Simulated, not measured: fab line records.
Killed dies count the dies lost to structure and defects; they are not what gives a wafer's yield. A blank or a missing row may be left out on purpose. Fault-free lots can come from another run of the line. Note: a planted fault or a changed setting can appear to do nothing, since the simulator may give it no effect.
Matching of chambers | flow sky130 | SKY_CAP2M_CVD_00 on pecvd-02 has 3 sister chambers
The step deposits SiO2, target thk 15.5 nm. 16 wafers are shown with their chamber, then 8 later ones without.

## WAFERS WITH THEIR CHAMBER
wafer  | chamber | heater-power-w (W) | susceptor-temp-C (C)
L076.1 | 1       | 646                | 400.12
L076.4 | 1       | 646                | 399.99
L076.5 | 2       | 834                | 400.33
L079.2 | 1       | 631                | 399.75
L079.3 | 2       | 891                | 399.76
L079.4 | 0       | 755                | 400.17
L081.2 | 0       | 692                | 400.04
L081.3 | 1       | 639                | 400.14
L081.4 | 0       | 687                | 400.02
L083.1 | 0       | 638                | 400.19
L083.2 | 1       | 663                | 400.63
L083.6 | 1       | 665                | 400.20
L084.1 | 2       | 880                | 400.05
L084.3 | 1       | 697                | 400.04
L084.4 | 2       | 891                | 400.17
L089.2 | 0       | 652                | 400.36

SIGNATURES (averages over the wafers above)
reading          | chamber 0 | chamber 1 | chamber 2 | scatter within a chamber
heater-power-w   | 684.80    | 655.29    | 874.00    | 32.1
susceptor-temp-C | 400.1560  | 400.1243  | 400.0775  | 0.228
Rule: for a wafer and a chamber, the distance is found by dividing, reading by reading, the gap between the wafer's reading and the chamber's mean by the reading's scatter, squaring, summing and taking the root. If the next closest chamber is less than 2 further off than the closest, the wafer can't be placed; otherwise it belongs to the closest. The scatter: take each reading less its chamber's mean, square it, sum over the shown wafers, divide by the number of wafers less the number of chambers, and take the root.

## WAFERS WHOSE CHAMBER IS MISSING
wafer  | heater-power-w (W) | susceptor-temp-C (C)
L089.3 | 769                | 399.97
L089.6 | 640                | 400.49
L090.2 | 696                | 400.32
L090.3 | 676                | 400.16
L090.4 | 657                | 400.07
L092.1 | 887                | 400.28
L092.2 | 700                | 399.79
L092.4 | 743                | 399.89

## CHAMBER TAKEN BY EACH
wafer  | from the rows above          | in truth
L089.3 | can't be placed: 0 or 2 or 1 | 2
L089.6 | can't be placed: 1 or 0      | 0
L090.2 | can't be placed: 0 or 1      | 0
L090.3 | can't be placed: 0 or 1      | 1
L090.4 | can't be placed: 1 or 0      | 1
L092.1 | 2                            | 2
L092.2 | can't be placed: 0 or 1      | 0
L092.4 | can't be placed: 0 or 1      | 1
Correctly placed: 1 of 8. From these rows, 7 cannot be placed; in 7 the true chamber is one of the candidates. Placed wrongly: 0.
